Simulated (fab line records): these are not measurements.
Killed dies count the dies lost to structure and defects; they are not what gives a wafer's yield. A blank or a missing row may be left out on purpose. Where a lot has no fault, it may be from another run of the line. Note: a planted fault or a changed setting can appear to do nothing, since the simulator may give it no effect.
Chamber matching ; flow gf180mcu ; pecvd-03 running GF_V3_CVD_02: 3 sister chambers
The step deposits SiO2 from TEOS, target thk 850 nm, time 94.851 s. 3 wafers are shown with their chamber, then 10 later ones without.

WAFERS WITH THEIR CHAMBER
wafer;chamber;heater power w (W)
L084.2;2;1048
L091.1;0;704
L091.2;1;900

WAFERS MISSING THEIR CHAMBER
wafer;heater power w (W)
L091.3;987
L093.2;853
L093.5;694
L093.6;869
L096.1;1024
L096.3;783
L096.6;858
L097.2;1056
L097.3;717
L097.4;804

THE CHAMBER EACH PASSED THROUGH
wafer;from the rows above;in truth
L091.3;can't be placed: 2 or 1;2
L093.2;1;1
L093.5;0;0
L093.6;1;1
L096.1;can't be placed: 2 or 1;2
L096.3;can't be placed: 0 or 1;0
L096.6;1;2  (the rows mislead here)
L097.2;2;2
L097.3;0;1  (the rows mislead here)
L097.4;can't be placed: 1 or 0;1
4 of 10 placed correctly. Not placeable from these rows: 4 (in 4, the candidates include the true chamber). Placed wrongly: 2.
How it was worked out, from the rows above alone: a wafer's distance from a chamber is the root of the sum, over the readings, of the square of ((its reading less the chamber's mean) divided by the reading's scatter). The wafer belongs to the nearest chamber; if the next one is less than 2 further off, it can't be placed. A chamber's mean is the mean of its shown wafers. The scatter: with one shown wafer a chamber, the root of the mean of the squares of how far each hidden wafer lies from its nearest shown one.
